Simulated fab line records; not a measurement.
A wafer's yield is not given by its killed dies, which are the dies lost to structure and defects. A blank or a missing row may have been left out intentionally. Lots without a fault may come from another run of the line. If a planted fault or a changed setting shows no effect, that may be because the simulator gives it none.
The tool behind it: which one?	flow sky130	39 wafers from 13 lots sampled at 4 of the route's 708 steps

== WHAT EACH GAUGE READ, for each wafer ==
SKY_PASSIVATION_THK_MEAS_01. Usual: PASSIVATION_CVD_00_THK typically reads 90.4 nm, with standard deviation 1.4.
lot	measured	on	PASSIVATION_CVD_00_THK (nm)	flag
L256	day 43 22:29	filmMetro-01	91.1 92.6 93.0	
L257	day 44 06:13	filmMetro-01	88.4 89.1 91.7	
L259	day 44 17:01	filmMetro-01	89.2 87.6 89.7	
L262	day 45 16:25	filmMetro-03	88.4 88.3 89.1	
L263	day 45 20:56	filmMetro-01	90.4 93.0 91.9	
L265	day 46 14:31	filmMetro-03	90.5 91.9 92.1	
L266	day 46 21:08	filmMetro-02	89.3 88.1 89.8	
L270	day 47 14:11	filmMetro-01	89.6 88.1 90.5	
L271	day 47 21:36	filmMetro-03	91.0 90.0 90.9	
L272	day 48 03:05	filmMetro-01	90.7 92.5 93.1	
L276	day 48 19:17	filmMetro-01	88.7 90.9 91.8	
L277	day 49 06:37	filmMetro-02	89.5 89.6 90.8	
L279	day 49 17:28	filmMetro-03	88.5 89.8 91.3	

SKY_PAD_OPEN_BOW_MEAS_13. Usual: PAD_OPEN_BOW typically reads 45 um, with standard deviation 7.4.
lot	measured	on	PAD_OPEN_BOW (um)	flag
L256	day 45 21:53	filmMetro-04	46 59 49	
L257	day 46 04:41	filmMetro-03	38 33 42	
L259	day 46 15:01	filmMetro-04	33 38 45	
L262	day 47 12:13	filmMetro-04	45 47 56	
L263	day 47 16:11	filmMetro-03	44 43 36	
L265	day 48 07:42	filmMetro-04	40 48 53	
L266	day 48 13:49	filmMetro-04	51 40 44	
L270	day 49 06:20	filmMetro-03	47 50 35	
L271	day 49 13:17	filmMetro-03	65 48 59	
L272	day 49 17:21	filmMetro-04	35 49 45	
L276	day 50 08:26	filmMetro-01	53 43 49	
L277	day 50 17:37	filmMetro-04	46 56 47	
L279	day 51 03:44	filmMetro-01	42 33 40	

== TOOL THAT RAN EACH LOT (tool first, then ch and the chambers of the sampled wafers, then the start) ==
lot	SKY_DNWELL_STRIP_08	SKY_METAL5_SPUTTER_04
L256	plasmaAsher-02 ch 1, day 3 05:23	pvdSputter-03, day 42 22:47
L257	plasmaAsher-02 ch 0,1, day 3 08:54	pvdSputter-02, day 43 07:21
L259	plasmaAsher-01 ch 0,1, day 3 18:23	pvdSputter-03, day 43 18:11
L262	plasmaAsher-04 ch 1, day 4 12:29	pvdSputter-01, day 44 17:02
L263	plasmaAsher-01 ch 0,1, day 4 18:09	pvdSputter-03, day 44 21:55
L265	plasmaAsher-02 ch 0, day 5 05:42	pvdSputter-03, day 45 17:28
L266	plasmaAsher-04 ch 0,1, day 5 13:33	pvdSputter-03, day 45 23:32
L270	plasmaAsher-02 ch 0,1, day 6 09:15	pvdSputter-03, day 46 17:39
L271	plasmaAsher-01 ch 0,1, day 6 14:51	pvdSputter-02, day 47 00:40
L272	plasmaAsher-01 ch 0,1, day 6 20:56	pvdSputter-03, day 47 06:52
L276	plasmaAsher-01 ch 0,1, day 7 16:50	pvdSputter-02, day 47 22:49
L277	plasmaAsher-04 ch 0,1, day 7 21:59	pvdSputter-01, day 48 11:28
L279	plasmaAsher-04 ch 0,1, day 8 11:50	pvdSputter-01, day 48 23:00
- SKY_DNWELL_STRIP_08: strips in O2/N2.
- SKY_METAL5_SPUTTER_04: material TiN, target thk 70 nm, time 58.3 s.

== WHAT THE TOOLS THEMSELVES READ (means of the sampled wafers that have a number; where no wafer has one, the mark that the record gives instead) ==
SKY_DNWELL_STRIP_08. Usual: drypumpMotorCurrentA 5.8 A, standard deviation 0.59; oesProductAu 0.722 a.u., standard deviation 0.0052; stripTimeToEndpointS 36.95 s, standard deviation 0.093.
lot	tool	drypumpMotorCurrentA (A)	oesProductAu (a.u.)	stripTimeToEndpointS (s)	flag
L256	plasmaAsher-02	6.1	0.719	36.87	
L257	plasmaAsher-02	6.3	0.723	36.81	
L259	plasmaAsher-01	5.8	0.723	36.99	
L262	plasmaAsher-04	5.4	0.719	36.95	
L263	plasmaAsher-01	5.7	0.726	37.02	
L265	plasmaAsher-02	6.6	0.723	36.91	
L266	plasmaAsher-04	4.9	0.723	37.07	
L270	plasmaAsher-02	6.3	0.717	36.87	
L271	plasmaAsher-01	5.8	0.726	36.86	
L272	plasmaAsher-01	5.8	0.727	36.96	
L276	plasmaAsher-01	5.7	0.722	36.92	
L277	plasmaAsher-04	5.1	0.725	36.93	
L279	plasmaAsher-04	5.2	0.724	36.87	

SKY_METAL5_SPUTTER_04. Usual: chamberPressurePa 0.4000 Pa, standard deviation 0.00083; throttleValvePct 30.1 %, standard deviation 0.89.
lot	tool	chamberPressurePa (Pa)	throttleValvePct (%)	flag
L256	pvdSputter-03	0.4000	30.1	
L257	pvdSputter-02	0.3987	30.5	
L259	pvdSputter-03	0.3993	30.0	
L262	pvdSputter-01	0.3986	29.2	
L263	pvdSputter-03	0.4000	30.4	
L265	pvdSputter-03	0.3997	30.4	
L266	pvdSputter-03	0.4008	30.6	
L270	pvdSputter-03	0.3996	30.3	
L271	pvdSputter-02	0.4002	30.1	
L272	pvdSputter-03	0.4001	30.4	
L276	pvdSputter-02	0.4001	30.6	
L277	pvdSputter-01	0.3989	29.5	
L279	pvdSputter-01	0.4007	29.6	

== THE ANSWER, worked out from the rows above alone ==
Rule: take the mean of a lot's wafers that have a number; if it is more than 3 standard deviations from the usual mean, the lot is off. A lot without any number at a reading at which 4 lots or more have one is off too. The other lots that the step has rows for count as sound. Order of review: gauges by route order, followed by the tools' own readings, for which a lot's mean as printed above is used. The first step at which some lot is off is used, and at that step the reading that is off furthest; a lot without a number counts as furthest.
No lot is off at any reading shown: from this, nothing can be told.

== WHAT THE SIMULATOR HAD PUT IN ==
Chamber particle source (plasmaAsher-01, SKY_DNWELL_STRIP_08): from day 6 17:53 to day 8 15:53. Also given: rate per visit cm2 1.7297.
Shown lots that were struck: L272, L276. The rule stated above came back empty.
